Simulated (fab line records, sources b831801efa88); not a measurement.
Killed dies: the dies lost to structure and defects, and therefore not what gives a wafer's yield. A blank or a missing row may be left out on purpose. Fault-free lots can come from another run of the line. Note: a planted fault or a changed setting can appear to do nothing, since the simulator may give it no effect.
Matching of chambers ; flow sky130 ; rie-si-01 running SKY_POLY_GATE_ETCH_17: 4 sister chambers
The step etches poly-Si in HBr/Cl2, stops on SiO2, target depth 180 nm, time 70.5 s. 14 wafers are shown with their chamber, then 7 later ones without.

## EACH WAFER AND ITS CHAMBER
wafer;chamber;drypump-motor-current-A (A);bias-w (W);oes-product-au (a.u.)
L177.4;1;5.9;100.00;0.985
L177.5;3;6.2;100.42;0.988
L177.6;2;6.8;99.92;1.004
L179.1;1;5.8;100.34;0.980
L179.4;3;6.2;100.19;0.985
L179.6;1;5.8;100.02;0.982
L180.3;3;6.1;100.24;0.984
L180.5;2;6.8;99.70;0.984
L180.6;3;6.1;99.76;0.983
L184.2;2;6.8;99.66;0.984
L184.3;1;5.9;99.84;0.978
L184.6;0;5.2;100.37;0.976
L186.1;1;5.8;99.92;0.974
L186.3;2;6.9;99.69;0.998

SIGNATURES, as means of the wafers listed above
reading;chamber 0;chamber 1;chamber 2;chamber 3;scatter within a chamber
drypump-motor-current-A;5.200;5.840;6.825;6.150;0.0543
bias-w;100.3700;100.0240;99.7425;100.1525;0.206
oes-product-au;0.97600;0.97980;0.99250;0.98500;0.00624
Rule: for a wafer and a chamber, the distance is found by dividing, reading by reading, the gap between the wafer's reading and the chamber's mean by the reading's scatter, squaring, summing and taking the root. The wafer belongs to the nearest chamber; if the next one is less than 2 further off, it can't be placed. The scatter: the root of (the sum of the squares of (reading less its chamber's mean) over the shown wafers, divided by (wafers less chambers)).

## WAFERS WHOSE CHAMBER IS MISSING
wafer;drypump-motor-current-A (A);bias-w (W);oes-product-au (a.u.)
L186.5;6.8;99.60;0.990
L190.1;5.2;99.88;0.986
L190.2;6.2;99.77;0.986
L190.3;6.8;100.43;0.995
L193.2;6.9;100.11;0.991
L193.4;5.9;100.78;0.985
L193.6;6.2;100.29;0.990

## THE CHAMBER EACH PASSED THROUGH
wafer;from the rows above;in truth
L186.5;2;2
L190.1;0;0
L190.2;3;3
L190.3;2;2
L193.2;2;2
L193.4;can't be placed: 1 or 3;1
L193.6;3;3
Correct placement for 6 of the 7. Can't be placed from these rows: 1 (the true chamber is among the candidates in 1). Wrongly placed: 0.
